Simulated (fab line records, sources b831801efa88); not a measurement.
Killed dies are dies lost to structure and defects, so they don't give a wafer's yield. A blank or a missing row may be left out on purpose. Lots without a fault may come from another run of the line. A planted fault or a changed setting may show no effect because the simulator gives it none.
Chamber matching | flow gf180mcu | GF_V2_CMP_26 on cmp-02: 4 sister chambers
The step polishes, stops on SiO2, t overpolish 15 s, target thk 0 nm. 4 wafers are shown with their chamber, then 12 later ones without.

WAFERS WITH THEIR CHAMBER
wafer  | chamber | motor_current_A (A)
L088.2 | 1       | 11.3
L089.1 | 2       | 10.5
L089.2 | 3       | 9.5
L089.3 | 0       | 9.8

WAFERS WITHOUT THEIR CHAMBER
wafer  | motor_current_A (A)
L090.1 | 11.9
L090.4 | 10.4
L090.6 | 9.0
L091.2 | 10.5
L091.3 | 11.9
L091.6 | 9.6
L095.1 | 9.6
L095.5 | 10.6
L095.6 | 12.5
L097.2 | 10.4
L097.4 | 11.4
L097.5 | 11.6

WHICH CHAMBER EACH WENT THROUGH
wafer  | from the rows above               | in truth
L090.1 | can't be placed: 1 or 2           | 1
L090.4 | can't be placed: 2 or 0 or 1 or 3 | 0
L090.6 | can't be placed: 3 or 0           | 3
L091.2 | can't be placed: 2 or 0 or 1      | 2
L091.3 | can't be placed: 1 or 2           | 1
L091.6 | can't be placed: 3 or 0 or 2      | 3
L095.1 | can't be placed: 3 or 0 or 2      | 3
L095.5 | can't be placed: 2 or 1 or 0      | 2
L095.6 | can't be placed: 1 or 2           | 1
L097.2 | can't be placed: 2 or 0 or 1 or 3 | 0
L097.4 | can't be placed: 1 or 2           | 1
L097.5 | can't be placed: 1 or 2           | 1
Placed correctly: 0 of 12. Can't be placed from these rows: 12 (the true chamber is among the candidates in 12). Placed wrongly: 0.
How it was worked out, from the rows above alone: a wafer's distance from a chamber is the root of the sum, over the readings, of the square of ((its reading less the chamber's mean) divided by the reading's scatter). The wafer belongs to the nearest chamber; if the next one is less than 2 further off, it can't be placed. A chamber's mean is the mean of its shown wafers. The scatter: with one shown wafer a chamber, the root of the mean of the squares of how far each hidden wafer lies from its nearest shown one.
